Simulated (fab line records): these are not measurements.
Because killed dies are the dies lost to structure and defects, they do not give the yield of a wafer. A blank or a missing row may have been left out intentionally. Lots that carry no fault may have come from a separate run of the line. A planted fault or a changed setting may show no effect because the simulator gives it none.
One fault seen from 2 desks ; flow sfq line ; each desk holds nothing but its own numbers, with what lay behind them at the end

## FOR THE TOOL OWNER'S DESK: rie metal-03
The tool's own readings at SFQ_TRILAYER_M2_BARC_OPEN_METAL_ETCH_077 (etches BARC in O2, target depth 125 nm, time 41.7 s): means of the sampled wafers that have a number, for each lot that ran on this tool. A lot is out of limits, marked OUT, if its mean lies more than 4 standard deviations from the usual mean; the brackets give that distance.
Columns: A = drypump motor current A at SFQ_TRILAYER_M2_BARC_OPEN_METAL_ETCH_077, usual 6.01 A; B = he backside leak sccm at SFQ_TRILAYER_M2_BARC_OPEN_METAL_ETCH_077, usual 3.6 sccm; C = oes product au at SFQ_TRILAYER_M2_BARC_OPEN_METAL_ETCH_077, usual 0.685 a.u.; D = rf fwd power W at SFQ_TRILAYER_M2_BARC_OPEN_METAL_ETCH_077, usual 593 W
lot;first seen here;A;B;C;D
L615;day 31 14:22;5.94;3.7;0.684;594
L621;day 34 00:49;5.94;3.7;0.685;593
L630;day 36 17:26;5.93;3.7;0.691;563 (-9.9) OUT
L631;day 36 19:50;5.93;3.7;0.687;561 (-11) OUT
This desk finds L630, L631 out of limits, L630 being first, at day 36 17:26 (rf fwd power W at SFQ_TRILAYER_M2_BARC_OPEN_METAL_ETCH_077). L615, L621 stayed within limits.

## FROM THE METROLOGY DESK
What the gauges read for every lot (on any tool): the sampled wafers with a number, averaged. A lot is out of limits, marked OUT, if its mean lies more than 4 standard deviations from the usual mean; the brackets give that distance.
Columns: A = M2_NB_RS at SFQ_M2_RS_MEAS_914, usual 0.885 ohm/sq; B = M2_OVL at SFQ_M2_OVL_MEAS_916, usual 4 nm
lot;first seen here;A;B
L615;day 25 04:06;0.881;6
L621;day 27 23:14;0.890;10
L630;day 30 15:26;0.890;7
L631;day 30 17:50;0.879;10
L632;day 31 09:05;0.877;3
L637;day 33 19:38;0.873;0
Result from this desk: across the 6 lots, nothing is out of limits.

## TAKEN TOGETHER
On L630, L631, at day 36 17:26, an alarm was possible from the tool owner's desk.
From the metrology desk's view, nothing was out of limits.
The metrology desk has L630, L631 on record, within its limits.
Of the lots named, all ran SFQ_TRILAYER_M2_BARC_OPEN_METAL_ETCH_077 on rie metal-03.

## WHAT WAS PUT IN BY THE SIMULATOR
rie metal-03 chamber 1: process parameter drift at SFQ_TRILAYER_M2_BARC_OPEN_METAL_ETCH_077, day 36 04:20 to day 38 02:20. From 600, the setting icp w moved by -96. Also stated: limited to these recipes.
Lots struck among those shown: L630, L631.
Each desk's first reading out of limits, in hours after the fault started: the tool owner's desk, 13.
